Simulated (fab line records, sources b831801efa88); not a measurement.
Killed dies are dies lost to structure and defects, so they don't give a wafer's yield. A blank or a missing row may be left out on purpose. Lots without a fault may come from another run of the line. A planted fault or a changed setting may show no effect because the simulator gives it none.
Which tool did it? | flow sky130 | 11 lots, 33 wafers sampled, at 2 steps of a route of 708

WHAT THE GAUGES READ, wafer by wafer
SKY_SD_N_OVL_MEAS_08.
lot  | measured     | on         | SD_N_OVL (nm)
L796 | day 27 17:02 | overlay-02 | 0.8 0.3 0.5
L797 | day 28 10:54 | overlay-02 | 1.5 1.1 -0.5
L798 | day 28 16:21 | overlay-02 | -2.3 -1.9 -1.8
L801 | day 29 18:14 | overlay-02 | -0.4 -0.4 1.5
L802 | day 30 07:00 | overlay-01 | 60.1 59.0 57.6
L805 | day 31 00:27 | overlay-02 | 59.7 60.5 60.5
L810 | day 32 13:48 | overlay-01 | -1.1 0.2 -0.6
L811 | day 33 01:06 | overlay-02 | 1.1 0.5 0.0
L812 | day 33 07:39 | overlay-02 | 1.1 0.9 0.1
L814 | day 33 17:47 | overlay-02 | -0.6 1.0 0.0
L816 | day 34 17:24 | overlay-01 | 0.0 0.3 -1.6

WHICH TOOL RAN EACH LOT (tool, then ch and the chambers of the sampled wafers, then the start)
lot  | SKY_SD_N_EXPOSE_04
L796 | iline_stepper-02 ch 0, day 27 02:34
L797 | iline_stepper-01 ch 0, day 27 20:22
L798 | iline_stepper-02 ch 0, day 28 01:51
L801 | iline_stepper-02 ch 0, day 29 03:31
L802 | iline_stepper-01 ch 0, day 29 17:19
L805 | iline_stepper-01 ch 0, day 30 10:04
L810 | iline_stepper-02 ch 0, day 32 00:05
L811 | iline_stepper-02 ch 0, day 32 11:55
L812 | iline_stepper-02 ch 0, day 32 18:25
L814 | iline_stepper-02 ch 0, day 33 04:22
L816 | iline_stepper-02 ch 0, day 34 03:31
- SKY_SD_N_EXPOSE_04: exposes mask NSDM, target cd 380 nm.

THE ANSWER, worked out from the rows above alone
Rule: what is usual is taken from the lots themselves. Put in order of their means at a reading, lots are off if they are a third of the lots or fewer, leave a main group of 4 or more, and stand apart from it by a gap of 3 or more times the standard deviation of the main group's means; of several such gaps the widest counts. A main group whose means are all the same, to the digits that the tables above print for the reading, isn't used. A lot without any number at a reading at which 4 lots or more have one is off too. The other lots that the step has rows for count as sound.
Off: L802, L805, at SKY_SD_N_OVL_MEAS_08 (SD_N_OVL). The main group: mean -0.0 nm, standard deviation 0.82.
A tool fits if, at a process step before that reading, it ran every lot that is off, and no sound lot after the first of them. The gauges at SKY_SD_N_OVL_MEAS_08 are tried like those tools. One fits: iline_stepper-01 at SKY_SD_N_EXPOSE_04. Its last sound lot is L797 (day 27 20:22), its first lot that is off L802 (day 29 17:19): a fault that began between those two fits.

WHAT THE SIMULATOR HAD PUT IN
Scanner matching overlay: iline_stepper-01, from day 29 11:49 on, at SKY_SD_N_EXPOSE_04. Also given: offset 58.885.
Lots struck among those shown: L802, L805. The rule above found the same.
